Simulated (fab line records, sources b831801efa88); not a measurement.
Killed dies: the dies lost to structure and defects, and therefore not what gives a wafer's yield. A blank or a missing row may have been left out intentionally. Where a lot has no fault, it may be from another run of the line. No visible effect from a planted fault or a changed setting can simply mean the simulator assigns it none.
Chamber matching | flow gf180mcu | 4 sister chambers for GF_V5_CMP_26 on cmp-01
The step polishes, stops on SiO2, t overpolish 15 s, target thk 0 nm. 18 wafers are shown with their chamber, then 9 later ones without.

== WAFERS, EACH WITH ITS CHAMBER ==
wafer  | chamber | motor current A (A) | time to endpoint s (s) | overpolish run s (s)
L848.2 | 0       | 12.5                | 80                     | 14.984
L848.4 | 1       | 9.5                 | 79                     | 15.001
L848.6 | 1       | 10.3                | 83                     | 15.006
L850.1 | 0       | 13.0                | 77                     | 15.010
L850.4 | 1       | 10.2                | 87                     | 15.003
L850.5 | 2       | 11.9                | 82                     | 14.998
L851.3 | 1       | 10.1                | 83                     | 14.988
L851.4 | 3       | 9.1                 | 84                     | 15.008
L851.6 | 1       | 10.1                | 83                     | 15.000
L861.2 | 2       | 11.3                | 84                     | 15.007
L861.5 | 0       | 12.5                | 81                     | 15.007
L861.6 | 3       | 9.4                 | 85                     | 14.999
L860.1 | 0       | 13.3                | 79                     | 15.004
L860.2 | 3       | 9.2                 | 87                     | 14.997
L860.5 | 0       | 12.6                | 85                     | 15.012
L863.1 | 3       | 9.3                 | 90                     | 14.999
L863.2 | 1       | 10.2                | 84                     | 15.008
L863.6 | 0       | 12.6                | 83                     | 14.994

SIGNATURES (means of the wafers above)
reading            | chamber 0 | chamber 1 | chamber 2 | chamber 3 | scatter within a chamber
motor current A    | 12.750    | 10.067    | 11.600    | 9.250     | 0.29
time to endpoint s | 80.83     | 83.17     | 83.00     | 86.50     | 2.63
overpolish run s   | 15.00183  | 15.00100  | 15.00250  | 15.00075  | 0.0082
Rule: distance of a wafer from a chamber = root of the sum over the readings of ((wafer's reading minus chamber's mean) / reading's scatter) squared. If the next closest chamber is less than 2 further off than the closest, the wafer can't be placed; otherwise it belongs to the closest. How the scatter is found: for the shown wafers, subtract from each reading the mean of its chamber, square and add these, divide the total by (wafers less chambers), then take the root.

== WAFERS MISSING THEIR CHAMBER ==
wafer  | motor current A (A) | time to endpoint s (s) | overpolish run s (s)
L864.1 | 9.2                 | 88                     | 14.999
L864.4 | 11.8                | 84                     | 15.005
L864.6 | 9.8                 | 85                     | 15.009
L867.1 | 9.6                 | 81                     | 15.012
L867.5 | 9.6                 | 85                     | 14.995
L867.6 | 13.0                | 78                     | 15.006
L869.1 | 11.0                | 84                     | 14.989
L869.2 | 9.7                 | 85                     | 15.001
L869.6 | 9.6                 | 85                     | 15.007

== WHICH CHAMBER EACH ONE RAN IN ==
wafer  | from the rows above     | in truth
L864.1 | 3                       | 3
L864.4 | 2                       | 2
L864.6 | can't be placed: 1 or 3 | 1
L867.1 | can't be placed: 1 or 3 | 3
L867.5 | can't be placed: 3 or 1 | 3
L867.6 | 0                       | 0
L869.1 | can't be placed: 2 or 1 | 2
L869.2 | can't be placed: 1 or 3 | 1
L869.6 | can't be placed: 3 or 1 | 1
3 of 9 placed correctly. Not placeable from these rows: 6 (in 6, the candidates include the true chamber). Wrongly placed: 0.
